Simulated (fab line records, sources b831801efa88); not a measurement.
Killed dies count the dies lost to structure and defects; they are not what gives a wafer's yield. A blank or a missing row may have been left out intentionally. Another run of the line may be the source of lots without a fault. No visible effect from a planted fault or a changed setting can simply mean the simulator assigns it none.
Comparing a struck lot with a sound one    flow sky130    14 steps out of a route of 708
Sound: wafers L403.2, L403.4, L403.6. Wafers struck: L409.4, L409.5, L409.6. Last of all comes the cause.
Order at every step that has rows: each side's tool, ch and its chambers, its first start. Under that, the readings that differ: sound wafers    struck wafers    difference of the means    sigmas: that difference in standard deviations of wafers without a fault.
alike: a reading whose means differ by less than 2 such deviations, as well as words and numbers matching on both sides. not compared: withheld readings; readings where some wafer has no value; bounds like >300 that might hide an equal value; numbers whose values overlap and for which the record gives no deviation.
Wherever a step has rows on one side only, a row that says differs or no value, or a row with sigmas, the two part there. Non-overlapping numbers with no deviation appear without sigmas and do not part them. A reading that every wafer of one side lacks parts them only if that side has two wafers or more.

first, 4 steps without rows for these wafers: SKY_LDD_HVP_SOFTBAKE_03 (time 60 s); SKY_LDD_HVP_EXPOSE_04 (exposes mask HVPTM, target cd 700 nm); SKY_LDD_HVP_PEB_05; SKY_LDD_HVP_DEVELOP_06 (develop time 60 s).
SKY_LDD_HVP_OVL_MEAS_07:
  struck on overlay-02, day 24 01:05; sound on overlay-01, day 21 21:23
  alike: LDD_HVP_OVL
next, for these wafers, 1 step has no rows: SKY_LDD_HVP_IMPLANT_08.
SKY_LDD_HVP_STRIP_09: strips in O2/N2.
  sound on plasma asher-02 ch 0,1, day 21 21:34; struck on plasma asher-03 ch 0,1, day 24 01:17
  alike: drypump motor current A, oes product au, strip time to endpoint s
  not compared: rf hours counter h
SKY_LDD_HVP_TW_MEAS_10:
  struck on film metro-01, day 24 01:22; sound on film metro-04, day 21 21:41
  alike: LDD_HVP_TW
then, 4 steps without rows for these wafers: SKY_LDD_LDN_DEHYDRATE_00 (time 60 s); SKY_LDD_LDN_HMDS_01 (prime time 60 s); SKY_LDD_LDN_COAT_02 (resist thk 1140 nm); SKY_LDD_LDN_SOFTBAKE_03 (time 60 s).
SKY_LDD_LDN_EXPOSE_04: exposes mask LDNTM, target cd 700 nm.
  struck on iline stepper-02, day 24 15:37; sound on iline stepper-01 ch 0, day 22 12:55
  no value came back on the struck wafers for exposure dose mJ cm2, focus offset nm (nm); on the sound wafers exposure dose mJ cm2 reads 139.94 139.83 139.73
  alike: mask
next, for these wafers, 1 step has no rows: SKY_LDD_LDN_PEB_05.

== WHERE THEY PART ==
SKY_LDD_LDN_EXPOSE_04 only, going by this record.

WHY: whatever the simulator had introduced
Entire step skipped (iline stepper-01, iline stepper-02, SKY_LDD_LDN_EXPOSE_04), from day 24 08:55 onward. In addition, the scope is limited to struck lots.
